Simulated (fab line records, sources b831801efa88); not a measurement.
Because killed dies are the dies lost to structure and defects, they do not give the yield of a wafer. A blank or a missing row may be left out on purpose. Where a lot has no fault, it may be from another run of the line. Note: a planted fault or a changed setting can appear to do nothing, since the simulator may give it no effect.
Matching of chambers	flow gf180mcu	3 sister chambers for GF_PASSIVATION_CVD_02 on pecvd-03
The step deposits Si3N4, target thk 700 nm, time 486.18 s. 14 wafers are shown with their chamber, then 7 later ones without.

WAFERS WITH THEIR CHAMBER
wafer	chamber	heaterPowerOuterW (W)	heaterPowerW (W)
L640.1	2	570	957
L640.2	1	359	723
L640.4	0	388	654
L644.1	1	388	747
L644.3	2	624	996
L644.6	0	359	644
L653.3	0	364	633
L653.4	2	664	1108
L653.6	1	303	640
L655.1	1	392	769
L655.5	2	659	1041
L655.6	0	367	648
L658.3	0	360	620
L658.5	2	682	1091

SIGNATURES (means of the wafers above)
reading	chamber 0	chamber 1	chamber 2	scatter within a chamber
heaterPowerOuterW	367.60	360.50	639.80	35
heaterPowerW	639.80	719.75	1038.60	48.9
Rule: a wafer lies at a distance from a chamber equal to the root of the sum of squares, over the readings, of (its reading less the chamber's mean, divided by the reading's scatter). If the next closest chamber is less than 2 further off than the closest, the wafer can't be placed; otherwise it belongs to the closest. The scatter: take each reading less its chamber's mean, square it, sum over the shown wafers, divide by the number of wafers less the number of chambers, and take the root.

WAFERS MISSING THEIR CHAMBER
wafer	heaterPowerOuterW (W)	heaterPowerW (W)
L658.6	396	782
L659.1	359	640
L659.5	410	785
L659.6	377	654
L660.1	331	687
L660.4	586	946
L660.6	362	721

WHICH CHAMBER EACH ONE RAN IN
wafer	from the rows above	in truth
L658.6	can't be placed: 1 or 0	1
L659.1	can't be placed: 0 or 1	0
L659.5	can't be placed: 1 or 0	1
L659.6	can't be placed: 0 or 1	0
L660.1	can't be placed: 1 or 0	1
L660.4	2	2
L660.6	can't be placed: 1 or 0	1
1 of 7 placed correctly. Not placeable from these rows: 6 (in 6, the candidates include the true chamber). 0 placed wrongly.
